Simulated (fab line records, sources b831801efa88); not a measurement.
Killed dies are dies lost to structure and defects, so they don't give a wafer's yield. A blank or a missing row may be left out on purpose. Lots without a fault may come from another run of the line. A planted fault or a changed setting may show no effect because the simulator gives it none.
fab line records | flow sky130
record lots=6 wafers=18 last_day=49
route steps=708 shown VIA1@472 METAL2@483 PAD_OPEN@708
lots that met no fault: from a run of the same line without faults
start_h: hours from the record's first day to the start of the lot's first wafer shown | wait_h: hours since the lot's step before | " the same as in the row above | L1.1+2: a row that stands for several wafers | - no value, or no start given | * or withheld: withheld | < > ~ a bound
route shown NAME@n: a module of which the file shows steps, and the number in the route of the first | usual: mean/standard deviation of fault-free wafers | same: alike in all rows | chamber/n: place in a boat | sites: the reading at each site | _std_site: their standard deviation | _edge_site: outer sites' mean less inner sites' | radius_mm: how far each site lies from the wafer's centre | mask NAME#n: copy n | behind: the tool/chamber that last shaped the wafer | hold: why the lot was held/for how many hours/how that ended | device: the transistor (n, p or np) that didn't switch | end of line: the same wafers' tests at the end of the route | a step without rows: its recipe alone | killed: dies lost to structure and defects at the first sort, not the wafer's yield | map: a wafer's dies, x killed, . not, _ none there
set.NAME: the setting as run; set.NAME@STEP: as run at that earlier step | model.NAME: the simulator's own value behind a step, which no gauge read
lots at some steps of the route; a table a step, a row a wafer
services: from which hour (start_h, from the record's first day; less than 0 if before it) a tool's chamber was out of use, for how many hours, and why
## steps
# step SKY_VIA1_ETCH_14
# recipe chemistry=N2/H2 target=BARC ion_energy_ev=200 source_w=500 bias_w=100 pressure_mtorr=30 n2_flow_sccm=100 h2_flow_sccm=200 stop_on=SiO2 time_s=45.9 target_depth_a=600
# step SKY_VIA1_ETCH_15
# recipe target=SiO2 chemistry=C4F8/O2/Ar target_depth_nm=351 stop_on=TiN mask_material=KrF-thick source_w=1500 bias_w=1200 pressure_mtorr=40 c4f8_flow_sccm=withheld O2_flow_sccm=6 Ar_flow_sccm=300 time_s=54
# usual oes_product_au=0.981/0.006
# columns lot.wafer tool chamber start_h wait_h oes_product_au rf_hours_counter_h
L825.1 rie_diel-02 1 792.04 0.0 0.987 34
L825.3 " 0 " " 0.979 29
L825.4 " 2 " " 0.987 5
L827.1 rie_diel-02 3 812.25 0.0 0.968 1
L827.4 " 3 " " 0.978 -
L827.6 " 0 " " 0.982 -
L835.1 rie_diel-03 1 867.92 0.0 0.981 13
L835.2 " 2 " " 0.979 18
L835.3 " 0 " " 0.978 3
L838.2 rie_diel-01 0 901.52 0.0 0.983 14
L838.3 " 3 " " 0.977 26
L838.4 " 2 " " 0.977 27
L842.1 rie_diel-03 1 923.02 0.0 0.977 15
L842.4 " 2 " " 0.968 20
L842.6 " 3 " " 0.982 -
L843.2 rie_diel-03 3 928.60 0.0 0.983 2
L843.4 " 1 " " 0.977 15
L843.6 " 3 " " 0.985 -
# step SKY_VIA1_STRIP_16
# recipe chemistry=O2/N2 power_w=1400 pressure_mtorr=1500 platen_temp_c=withheld o2_flow_sccm=3000 n2_flow_sccm=300 overash_fraction=0.5
# usual drypump_motor_current_A=5.9/0.58 oes_product_au=0.416/0.0051 strip_time_to_endpoint_s=4.465/0.027
# columns lot.wafer tool chamber start_h wait_h drypump_motor_current_A oes_product_au rf_hours_counter_h strip_time_to_endpoint_s
L825.1 plasma_asher-03 0 792.09 0.0 6.1 0.407 99 4.433
L825.3 " 1 " " 6.3 0.419 - 4.422
L825.4 " 0 " " 6.1 0.409 - 4.433
L827.1 plasma_asher-02 0 812.30 0.0 6.6 0.429 68 4.508
L827.4 " 0 " " 6.6 0.414 - 4.502
L827.6 " 0 " " 6.6 0.421 - 4.472
L835.1 plasma_asher-02 1 867.97 0.0 4.9 0.418 74 4.511
L835.2 " 0 " " 6.6 0.412 74 4.474
L835.3 " 0 " " 6.5 0.424 - 4.479
L838.2 plasma_asher-02 1 901.57 0.0 4.8 0.418 78 4.465
L838.3 " 1 " " 4.9 0.422 - 4.499
L838.4 " 0 " " 6.5 0.417 - 4.483
L842.1 plasma_asher-02 0 923.07 0.0 6.5 0.420 80 4.496
L842.4 " 1 " " 4.9 0.419 - 4.502
L842.6 " 0 " " 6.5 0.413 - 4.445
L843.2 plasma_asher-02 1 928.65 0.0 4.8 0.416 80 4.442
L843.4 " 0 " " 6.6 0.410 - 4.508
L843.6 " 1 " " 4.9 0.416 - 4.437
# step SKY_VIA1_STRIP_17
# recipe chemistry=post_etch_residue_remover time_s=1200 temp_c=72.5
# step SKY_VIA1_CLEAN_18
# recipe chemistry=IPA time_s=180 temp_c=25
# step SKY_VIA1_CLEAN_19
# recipe chemistry=O3/DIW dry=n2_spin
# step SKY_VIA1_SPUTTER_20
# recipe material=TiN target_thk_nm=20 chamber_pressure_pa=5 power_w=4000 time_s=80
# step SKY_VIA1_CVD_21
# recipe material=W target_thk_nm=270 time_s=80.902 temp_c=400 pressure_torr=40
# step SKY_VIA1_RS_MEAS_22
# recipe thk_meas_gauge=four-point-probe reads=W_of_VIA1_CVD_21+TiN_of_VIA1_SPUTTER_20
# usual VIA1_W_RS=0.425/0.0073
# columns lot.wafer tool chamber start_h wait_h VIA1_W_RS[ohm/sq]
L825.1 film_metro-02 - 792.87 0.1 0.431
L825.3 " - " " 0.415
L825.4 " - " " 0.435
L827.1 film_metro-04 - 813.04 0.1 0.424
L827.4 " - " " 0.433
L827.6 " - " " 0.419
L835.1 film_metro-01 - 869.15 0.1 0.414
L835.2 " - " " 0.433
L835.3 " - " " 0.429
L838.2 film_metro-02 - 902.34 0.1 0.415
L838.3 " - " " 0.429
L838.4 " - " " 0.418
L842.1 film_metro-04 - 923.81 0.1 0.412
L842.4 " - " " 0.428
L842.6 " - " " 0.424
L843.2 film_metro-01 - 929.43 0.1 0.423
L843.4 " - " " 0.420
L843.6 " - " " 0.424
# step SKY_VIA1_THK_MEAS_23
# recipe thk_meas_gauge=xrf reads=W_of_VIA1_CVD_21
# usual VIA1_W_THK=276/4.9
# columns lot.wafer tool chamber start_h wait_h VIA1_W_THK[nm]
L825.1 film_metro-02 - 792.99 0.1 270
L825.3 " - " " 283
L825.4 " - " " 268
L827.1 film_metro-04 - 813.16 0.1 280
L827.4 " - " " 273
L827.6 " - " " 283
L835.1 film_metro-01 - 869.27 0.1 281
L835.2 " - " " 268
L835.3 " - " " 271
L838.2 film_metro-02 - 902.45 0.1 278
L838.3 " - " " 271
L838.4 " - " " 278
L842.1 film_metro-04 - 923.93 0.1 287
L842.4 " - " " 276
L842.6 " - " " 277
L843.2 film_metro-01 - 929.54 0.1 277
L843.4 " - " " 279
L843.6 " - " " 276
# step SKY_VIA1_CMP_24
# recipe stop_on=SiO2 t_overpolish_s=15 down_force_psi=3.5 platen_rpm=60 target_thk_nm=0 pad_velocity_m_s=0.94248
# usual edge_zone_pressure_frac=1.000/0.0052 motor_current_A=12.4/1.1 overpolish_run_s=14.998/0.0092 time_to_endpoint_s=65.6/2.7
# columns lot.wafer tool chamber start_h wait_h edge_zone_pressure_frac motor_current_A overpolish_run_s time_to_endpoint_s
L825.3 cmp-01 2 793.05 0.0 0.998 13.7 14.996 70.7
L825.4 " 0 " " 1.010 11.2 14.993 65.5
L825.1 " 1 " " 0.996 10.7 15.017 68.8
L827.1 cmp-02 0 813.22 0.1 1.004 12.8 15.001 60.4
L827.4 " 3 " " 0.998 13.2 14.995 61.2
L827.6 " 0 " " 1.005 12.9 14.990 64.7
L835.3 cmp-02 2 869.33 0.0 0.996 12.7 14.996 63.9
L835.2 " 3 " " 0.988 13.7 15.001 62.9
L835.1 " 1 " " 0.996 12.8 14.993 65.8
L838.3 cmp-02 3 902.50 0.0 1.008 12.7 15.000 62.7
L838.4 " 0 " " 1.002 13.4 14.999 67.6
L838.2 " 1 " " 1.000 12.5 14.998 67.9
L842.4 cmp-02 2 924.28 0.3 0.992 13.2 15.001 65.4
L842.1 " 3 " " 1.001 13.4 15.007 66.0
L842.6 " 3 " " 0.997 12.5 14.994 61.9
L843.4 cmp-02 1 929.64 0.1 0.995 13.4 15.015 65.1
L843.2 " 3 " " 0.999 13.1 14.997 63.5
L843.6 " 0 " " 1.001 13.3 14.991 64.1
# step SKY_METAL2_SPUTTER_00
# recipe material=Ti target_thk_nm=15 power_w=3000 time_s=10 chamber_pressure_pa=0.4
# usual cathode_dc_power_W=3000.0/0.55 throttle_valve_pct=29.8/0.96
# columns lot.wafer tool chamber start_h wait_h cathode_dc_power_W throttle_valve_pct
L825.1 pvd_sputter-04 - 793.35 0.1 2999.6 30.7
L825.3 " - " " 3000.2 30.5
L825.4 " - " " 3000.3 29.7
L827.1 pvd_sputter-04 - 813.52 0.2 3001.4 30.4
L827.4 " - " " 3000.4 30.9
L827.6 " - " " 2999.7 30.8
L835.1 pvd_sputter-04 - 869.63 0.1 3000.2 30.4
L835.2 " - " " 3000.2 30.8
L835.3 " - " " 3000.2 29.9
L838.2 pvd_sputter-04 - 902.80 0.1 2999.3 31.0
L838.3 " - " " 3000.4 30.6
L838.4 " - " " 3000.5 30.0
L842.1 pvd_sputter-02 - 924.58 0.2 2999.3 27.8
L842.4 " - " " 2999.0 30.1
L842.6 " - " " 3000.0 30.2
L843.2 pvd_sputter-01 - 929.89 0.1 3000.2 30.1
L843.4 " - " " 2999.4 29.9
L843.6 " - " " 2999.3 28.4
# step SKY_METAL2_SPUTTER_01
# recipe material=TiN target_thk_nm=20 power_w=6500 time_s=16.7 chamber_pressure_pa=0.4
# usual cathode_dc_power_W=6499.9/1.2 throttle_valve_pct=29.8/0.95
# columns lot.wafer tool chamber start_h wait_h cathode_dc_power_W throttle_valve_pct model.TiN_of_METAL2_SPUTTER_01.thk_nm
L825.1 pvd_sputter-04 - 793.37 0.0 6498.6 30.5 20.12
L825.3 " - " " 6499.7 30.5 20.22
L825.4 " - " " 6500.8 29.9 20.09
L827.1 pvd_sputter-04 - 813.55 0.0 6499.7 30.7 20.36
L827.4 " - " " 6500.0 30.6 20.06
L827.6 " - " " 6499.8 30.7 20.22
L835.1 pvd_sputter-04 - 869.65 0.0 6498.9 30.5 22.57
L835.2 " - " " 6501.3 30.6 22.59
L835.3 " - " " 6498.1 29.5 22.8
L838.2 pvd_sputter-04 - 902.82 0.0 6500.0 30.6 23.33
L838.3 " - " " 6501.1 30.6 23.01
L838.4 " - " " 6501.2 30.0 22.91
L842.1 pvd_sputter-02 - 924.60 0.0 6498.9 27.8 20.03
L842.4 " - " " 6500.9 30.4 19.67
L842.6 " - " " 6499.0 30.3 19.9
L843.2 pvd_sputter-01 - 929.91 0.0 6499.1 29.9 19.78
L843.4 " - " " 6501.0 29.9 20.06
L843.6 " - " " 6499.2 28.5 19.86
# step SKY_METAL2_SPUTTER_02
# recipe material=AlCu target_thk_nm=250 power_w=10600 time_s=13.3 chamber_pressure_pa=0.4
# usual cathode_dc_power_W=10600/2.1 throttle_valve_pct=29.8/0.98
# columns lot.wafer tool chamber start_h wait_h cathode_dc_power_W throttle_valve_pct
L825.1 pvd_sputter-04 - 793.40 0.0 10600 30.7
L825.3 " - " " 10599 30.6
L825.4 " - " " 10600 29.6
L827.1 pvd_sputter-04 - 813.57 0.0 10600 30.2
L827.4 " - " " 10598 30.6
L827.6 " - " " 10600 30.7
L835.1 pvd_sputter-04 - 869.67 0.0 10599 30.7
L835.2 " - " " 10601 30.8
L835.3 " - " " 10597 29.7
L838.2 pvd_sputter-04 - 902.85 0.0 10601 30.7
L838.3 " - " " 10603 30.6
L838.4 " - " " 10603 29.6
L842.1 pvd_sputter-02 - 924.63 0.0 10600 27.7
L842.4 " - " " 10599 30.3
L842.6 " - " " 10602 30.3
L843.2 pvd_sputter-01 - 929.93 0.0 10602 30.4
L843.4 " - " " 10604 29.8
L843.6 " - " " 10600 28.0
# step SKY_PAD_OPEN_PROBE_99
# usual defect_limited_yield=82.5/1.9 killed_at_M0_to_M3=43/7.6 killed_at_M4_up=2.9/1.7 killed_at_contacts=24/5.5 killed_at_front_end=15/4.2 killed_at_other=0.3/0.52 killed_dies=86/9.4 killed_open=47/7 killed_short=39/6.4 sort_bin_3_pad_short=0.9/0.4 sort_bin_5_function=10.3/1.6 sort_bin_6_memory=6.2/1.1 sort_n_pass=406/9.4 sort_yield_pct=82.5/1.9
# same gross_dies=492 killed_at_back_side=0 sort_bin_4_leakage[%]=0 sort_bin_8_speed[%]=0
# columns lot.wafer tool chamber start_h wait_h defect_limited_yield[%] killed_at_M0_to_M3 killed_at_M4_up killed_at_contacts killed_at_front_end killed_at_other killed_dies killed_open killed_short sort_bin_3_pad_short[%] sort_bin_5_function[%] sort_bin_6_memory[%] sort_n_pass sort_yield_pct[%]
L827.1 prober-01 - 1091.23 0.1 82.9 42 4 18 18 2 84 45 39 0.6 10.4 6.1 408 82.9
L827.4 prober-01 - 1091.38 0.2 80.5 52 1 30 13 0 96 58 38 0.2 12.0 7.3 396 80.5
L827.6 prober-01 - 1091.48 0.2 79.3 56 1 25 20 0 102 59 43 1.0 13.2 6.5 390 79.3
L835.1 prober-02 - 1137.20 0.1 83.9 50 6 16 6 1 79 43 36 1.0 10.8 4.3 413 83.9
L835.2 prober-02 - 1137.25 0.1 82.1 45 4 24 15 0 88 38 48 1.0 8.9 7.9 404 82.1
L835.3 prober-02 - 1137.30 0.2 82.9 42 2 26 14 0 84 41 43 1.4 8.1 7.5 408 82.9
L838.2 prober-01 - 1158.88 0.1 83.3 29 3 35 15 0 82 39 43 0.8 9.6 6.3 410 83.3
L838.3 prober-01 - 1158.93 0.2 84.1 35 5 26 12 0 78 43 35 0.6 9.8 5.5 414 84.1
L838.4 prober-01 - 1158.98 0.2 82.7 41 4 24 16 0 85 49 36 1.6 10.2 5.5 407 82.7
L842.1 prober-01 - 1176.88 0.1 81.5 54 1 22 14 0 91 58 33 0.8 10.2 7.5 401 81.5
L842.4 prober-01 - 1177.03 0.2 85.0 37 3 19 15 0 74 42 32 0.6 7.5 6.9 418 85.0
L842.6 prober-01 - 1177.13 0.2 84.3 44 0 22 11 0 77 42 35 0.8 9.8 5.1 415 84.3
# killed by level:class
L827.1 CONTACT:geometric_particle:open=10 VIA1:geometric_particle:short=10 VIA1:geometric_particle:open=8 FIELD_ISO:geometric_particle:open=7 VIA3:geometric_particle:open=7 METAL2:geometric_particle:short=7 FIELD_ISO:geometric_particle:short=5 VIA2:geometric_particle:open=5
L827.4 VIA1:geometric_particle:open=14 CONTACT:geometric_particle:open=13 VIA2:geometric_particle:open=9 LI_CONTACT:geometric_particle:open=7 VIA3:geometric_particle:open=7 METAL1:geometric_particle:short=6 POLY_GATE:geometric_particle:short=5 CONTACT:geometric_particle:short=5
L827.6 LI_CONTACT:geometric_particle:open=11 METAL1:geometric_particle:short=10 VIA2:geometric_particle:open=9 CONTACT:geometric_particle:open=8 VIA1:geometric_particle:open=8 VIA3:geometric_particle:open=6 FIELD_ISO:geometric_particle:short=5 METAL2:geometric_particle:short=5
L835.1 VIA1:geometric_particle:open=11 VIA3:geometric_particle:open=8 CONTACT:geometric_particle:open=7 METAL2:geometric_particle:short=7 VIA2:geometric_particle:open=6 METAL4:geometric_particle:short=5 LI_CONTACT:geometric_particle:open=4 METAL1:geometric_particle:short=4
L835.2 VIA1:geometric_particle:open=13 CONTACT:geometric_particle:open=10 POLY_GATE:geometric_particle:short=7 METAL1:geometric_particle:short=6 METAL2:geometric_particle:short=6 FIELD_ISO:geometric_particle:short=5 CONTACT:geometric_particle:short=5 LOCAL_INTERCONNECT:geometric_particle:short=4
L835.3 CONTACT:geometric_particle:open=10 METAL1:geometric_particle:short=8 LI_CONTACT:geometric_particle:open=7 VIA1:geometric_particle:short=7 CONTACT:geometric_particle:short=6 VIA3:geometric_particle:open=5 FIELD_ISO:geometric_particle:open=4 VIA1:geometric_particle:open=4
L838.2 CONTACT:geometric_particle:open=13 CONTACT:geometric_particle:short=7 LI_CONTACT:geometric_particle:open=6 FIELD_ISO:geometric_particle:short=5 VIA1:geometric_particle:short=5 VIA3:geometric_particle:short=5 LOCAL_INTERCONNECT:geometric_particle:short=4 FIELD_ISO:geometric_particle:open=4
L838.3 VIA1:geometric_particle:open=9 LI_CONTACT:geometric_particle:open=7 CONTACT:geometric_particle:open=6 VIA3:geometric_particle:open=5 CONTACT:geometric_particle:short=5 METAL1:geometric_particle:short=5 METAL4:geometric_particle:short=5 SPACER:geometric_particle:open=4
L838.4 VIA1:geometric_particle:open=11 VIA2:geometric_particle:open=8 CONTACT:geometric_particle:open=7 CONTACT:geometric_particle:short=6 LI_CONTACT:geometric_particle:open=5 FIELD_ISO:geometric_particle:short=4 VIA1:geometric_particle:short=4 LOCAL_INTERCONNECT:geometric_particle:short=4
L842.1 VIA1:geometric_particle:open=19 CONTACT:geometric_particle:open=8 VIA2:geometric_particle:open=7 LI_CONTACT:geometric_particle:open=5 VIA1:geometric_particle:short=5 VIA3:geometric_particle:open=5 FIELD_ISO:geometric_particle:open=4 METAL1:geometric_particle:short=4
L842.4 CONTACT:geometric_particle:open=12 VIA3:geometric_particle:open=9 VIA1:geometric_particle:open=6 FIELD_ISO:geometric_particle:short=5 POLY_GATE:geometric_particle:open=5 VIA1:geometric_particle:short=5 POLY_GATE:geometric_particle:short=3 LI_CONTACT:geometric_particle:open=3
L842.6 VIA1:geometric_particle:open=9 CONTACT:geometric_particle:open=8 VIA1:geometric_particle:short=6 LI_CONTACT:geometric_particle:open=6 VIA2:geometric_particle:open=6 METAL2:geometric_particle:short=5 CONTACT:geometric_particle:short=4 METAL1:geometric_particle:short=4
## services
# columns tool chamber start_h hours kind
cmp-01 - 772.80 0.2 repair
rie_diel-02 1 801.80 - clean
rie_diel-02 1 801.80 16.0 scheduled_down
cmp-02 - 818.03 0.3 repair
rie_diel-01 3 820.58 2.0 repair
rie_diel-03 3 826.75 6.9 repair
pvd_sputter-04 - 827.80 9.9 repair
rie_diel-03 3 848.92 - clean
rie_diel-03 3 848.92 38.6 scheduled_down
rie_diel-03 3 848.92 38.6 vent_cycle
rie_diel-02 3 851.93 4.7 repair
cmp-02 - 853.09 0.6 repair
pvd_sputter-02 1 866.05 - consumable_replace:kit
pvd_sputter-02 1 866.05 18.0 scheduled_down
pvd_sputter-02 1 866.05 18.0 vent_cycle
pvd_sputter-04 - 866.49 0.6 repair
rie_diel-02 0 870.23 9.8 repair
rie_diel-03 1 894.74 1.9 repair
rie_diel-03 1 909.95 8.0 repair
pvd_sputter-01 1 912.08 - consumable_replace:kit
pvd_sputter-01 1 912.08 18.0 scheduled_down
pvd_sputter-01 1 912.08 18.0 vent_cycle
cmp-01 - 912.61 5.7 pm
cmp-01 - 918.34 4.0 pm
## key
first_sign none at tools or gauges
model_effect step=SKY_METAL2_SPUTTER_01 value=TiN_of_METAL2_SPUTTER_01.thk_nm without=20.3 struck=22.87
met_at SKY_METAL2_SPUTTER_01
struck_wafers L835.1,L835.2,L835.3,L838.2,L838.3,L838.4
onset_between 813.55 869.65
also_fits SKY_METAL2_SPUTTER_00:pvd_sputter-04
fault kind=process_parameter_drift tool=pvd_sputter-04 chamber=- onset_h=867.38 steps=SKY_METAL2_SPUTTER_01 channel=time_s offset=* shape=step end_h=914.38 acts_in=* stated=*
